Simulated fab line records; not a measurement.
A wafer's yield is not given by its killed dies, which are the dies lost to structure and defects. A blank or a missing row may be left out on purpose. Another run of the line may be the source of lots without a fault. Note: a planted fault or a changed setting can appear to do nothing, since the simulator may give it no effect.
2 desks looking at one fault :: flow sky130 :: each desk holds nothing but its own numbers, with what lay behind them at the end

THE TOOL OWNER'S DESK: cvd w-02
The tool's own readings at SKY_VIA4_CVD_18 (deposits W, target thk 505 nm, time 152.14 s): means of the sampled wafers that have a number, for each lot that ran on this tool. Marked OUT: a lot whose mean sits more than 4 standard deviations from the usual mean, which makes it out of limits; the brackets give that distance.
Columns: A = heater power outer w at SKY_VIA4_CVD_18, usual 521 W; B = heater power w at SKY_VIA4_CVD_18, usual 875 W; C = susceptor temp C at SKY_VIA4_CVD_18, usual 399.98 C
lot: L726
first seen here: day 43 10:59
A: 481
B: 863
C: 400.05

lot: L732
first seen here: day 45 01:19
A: 481
B: 868
C: 400.02

lot: L733
first seen here: day 45 20:49
A: 482
B: 874
C: 399.84

lot: L739
first seen here: day 47 00:40
A: 443
B: 789 (-4.5) OUT
C: 386.11 (-73) OUT

lot: L743
first seen here: day 47 18:29
A: 462
B: 833
C: 393.03 (-37) OUT
This desk finds L739, L743 out of limits, L739 being first, at day 47 00:40 (heater power w at SKY_VIA4_CVD_18). L726, L732, L733: within limits.

METROLOGY DESK
What the gauges read for every lot (on any tool): the sampled wafers with a number, averaged. Marked OUT: a lot whose mean sits more than 4 standard deviations from the usual mean, which makes it out of limits; the brackets give that distance.
Columns: A = VIA4_BOW at SKY_VIA4_BOW_MEAS_03, usual 81 um; B = VIA4_W_RS at SKY_VIA4_RS_MEAS_19, usual 0.2271 ohm/sq; C = VIA4_W_THK at SKY_VIA4_THK_MEAS_20, usual 492 nm
lot: L725
first seen here: day 42 03:03
A: 79
B: 0.2252
C: 497

lot: L726
first seen here: day 42 10:49
A: 96
B: 0.2284
C: 491

lot: L730
first seen here: day 43 14:25
A: 86
B: 0.2272
C: 489

lot: L732
first seen here: day 44 02:10
A: 82
B: 0.2279
C: 488

lot: L733
first seen here: day 44 23:04
A: 85
B: 0.2280
C: 488

lot: L739
first seen here: day 46 03:20
A: 76
B: 0.2987 (+36) OUT
C: 389 (-20) OUT

lot: L743
first seen here: day 46 21:38
A: 70
B: 0.2642 (+19) OUT
C: 439 (-10) OUT

lot: L744
first seen here: day 47 07:32
A: 87
B: 0.2303
C: 488

lot: L746
first seen here: day 47 21:29
A: 74
B: 0.2259
C: 499

lot: L747
first seen here: day 48 03:35
A: 85
B: 0.2253
C: 498
This desk's result: L739, L743 out of limits, first on L739 (VIA4_W_RS at SKY_VIA4_RS_MEAS_19), day 47 00:49. L725, L726, L730, L732, L733, L744, L746, L747: within limits.

ALL TOGETHER
The tool owner's desk could have raised an alarm at day 47 00:40, on L739, L743.
The metrology desk could have raised an alarm at day 47 00:49, on L739, L743.
All the named lots went through SKY_VIA4_CVD_18 on cvd w-02.

WHAT WAS PUT IN BY THE SIMULATOR
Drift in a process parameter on cvd w-02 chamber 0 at SKY_VIA4_CVD_18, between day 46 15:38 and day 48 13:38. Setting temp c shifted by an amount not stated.
Lots struck among those shown: L739, L743.
Fault start to first reading out of limits, in hours, per desk: tool owner, 9; metrology, 9.
